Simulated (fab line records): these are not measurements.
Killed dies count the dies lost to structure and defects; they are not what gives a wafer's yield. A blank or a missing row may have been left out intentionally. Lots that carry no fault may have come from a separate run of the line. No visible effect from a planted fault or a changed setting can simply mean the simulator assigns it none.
Commonality check across tools	flow sky130	Lots sampled 12, wafers sampled 36

## WHAT PROMPTED THE OPENING
SKY_LDD_HVN_TW_MEAS_10, reading LDD_HVN_TW: flagged on 2 of 12 lots. Fault-free wafers read 1438, with a standard deviation of 8.8.
Rule: a lot gets a flag if all its wafers with a number sit over 4 standard deviations from that mean, or if no wafer of it has a number. As for the other lots, they are considered sound.

lot	measured	on	LDD_HVN_TW, wafer by wafer	flag
L769	day 20 06:51	film_metro-01	1445 1455 1454	
L770	day 21 05:11	film_metro-03	1450 1445 1447	
L772	day 21 20:21	film_metro-03	1448 1452 1446	
L773	day 23 00:55	film_metro-01	1434 1433 1426	
L775	day 23 03:38	film_metro-02	1435 1434 1437	
L777	day 23 18:31	film_metro-01	1432 1424 1433	
L776	day 23 23:18	film_metro-01	1435 1429 1429	
L780	day 24 13:57	film_metro-01	1434 1428 1443	
L784	day 26 01:25	film_metro-02	1443 1448 1435	
L785	day 26 05:28	film_metro-01	2925 2939 2926	FLAGGED
L786	day 26 15:09	film_metro-02	2928 2928 2933	FLAGGED
L790	day 28 05:45	film_metro-02	1437 1442 1443	
Flagged lots average 2930: +1492 relative to the usual, that is +99 or more standard deviations.

## LOT BY LOT: THE TOOL USED
Before the reading, the record contains 2 process steps out of a 708-step route. Each cell gives the tool, then ch followed by the chambers the sampled wafers passed through, then the start.
lot	flag	SKY_POLY_GATE_STRIP_18	SKY_LDD_HVN_IMPLANT_08
L769		plasma_asher-03 ch 0,1, day 16 09:02	implanter-01 ch 0, day 20 06:36
L770		plasma_asher-03 ch 0,1, day 17 04:14	implanter-03 ch 0, day 21 04:56
L772		plasma_asher-04 ch 0,1, day 17 20:13	implanter-04 ch 0, day 21 20:07
L773		plasma_asher-02 ch 1, day 19 01:30	implanter-01 ch 0, day 23 00:40
L775		plasma_asher-03 ch 0,1, day 19 04:40	implanter-03 ch 0, day 23 03:23
L777		plasma_asher-03 ch 0,1, day 19 19:18	implanter-03 ch 0, day 23 18:16
L776		plasma_asher-02 ch 0,1, day 19 22:10	implanter-04 ch 0, day 23 23:04
L780		plasma_asher-02 ch 0,1, day 20 15:24	implanter-04 ch 0, day 24 13:43
L784		plasma_asher-02 ch 0,1, day 22 05:07	implanter-04 ch 0, day 26 01:12
L785	FLAGGED	plasma_asher-03 ch 0,1, day 22 09:10	implanter-04 ch 0, day 26 05:14
L786	FLAGGED	plasma_asher-02 ch 0,1, day 22 19:22	implanter-04 ch 0, day 26 14:55
L790		plasma_asher-04 ch 0,1, day 24 11:26	implanter-01 ch 0, day 28 05:31
What these steps do:
- SKY_POLY_GATE_STRIP_18: strips in O2/N2.
- SKY_LDD_HVN_IMPLANT_08
- SKY_LDD_HVN_TW_MEAS_10

## FLAGGED OVER TOTAL, TOOL BY TOOL (the gauges that took the reading come last)
step	tool	lots run	flagged	share of the flagged lots	sound lots run after its first flagged lot
SKY_POLY_GATE_STRIP_18	plasma_asher-02	5	1	some	0
SKY_POLY_GATE_STRIP_18	plasma_asher-03	5	1	some	0
SKY_POLY_GATE_STRIP_18	plasma_asher-04	2	0	none	-
SKY_LDD_HVN_IMPLANT_08	implanter-01	3	0	none	-
SKY_LDD_HVN_IMPLANT_08	implanter-03	3	0	none	-
SKY_LDD_HVN_IMPLANT_08	implanter-04	6	2	all	0
SKY_LDD_HVN_TW_MEAS_10	film_metro-01	6	1	some	0
SKY_LDD_HVN_TW_MEAS_10	film_metro-02	4	1	some	1 (L790)
SKY_LDD_HVN_TW_MEAS_10	film_metro-03	2	0	none	-

## THE TABLE: WHAT IT ALLOWS
1 row of the table ran every flagged lot: implanter-04 at SKY_LDD_HVN_IMPLANT_08.
- implanter-04 at SKY_LDD_HVN_IMPLANT_08: 2 of its 6 lots flagged. A fault beginning between L784 (day 26 01:12), its last sound lot, and L785 (day 26 05:14), its first flagged one, fits the data. Its own readings lie more than 4 standard deviations out on every wafer of the flagged lots: beam_on_s, dose_ions_cm2, faraday_current_uA.
One tool is left: implanter-04 at SKY_LDD_HVN_IMPLANT_08.

## WHAT HAD BEEN PUT IN BY THE SIMULATOR
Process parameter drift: implanter-04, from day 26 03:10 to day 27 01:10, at SKY_LDD_HVN_IMPLANT_08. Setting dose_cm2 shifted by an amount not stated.
Struck lots among those shown: L785, L786. The rule given above showed the same thing.
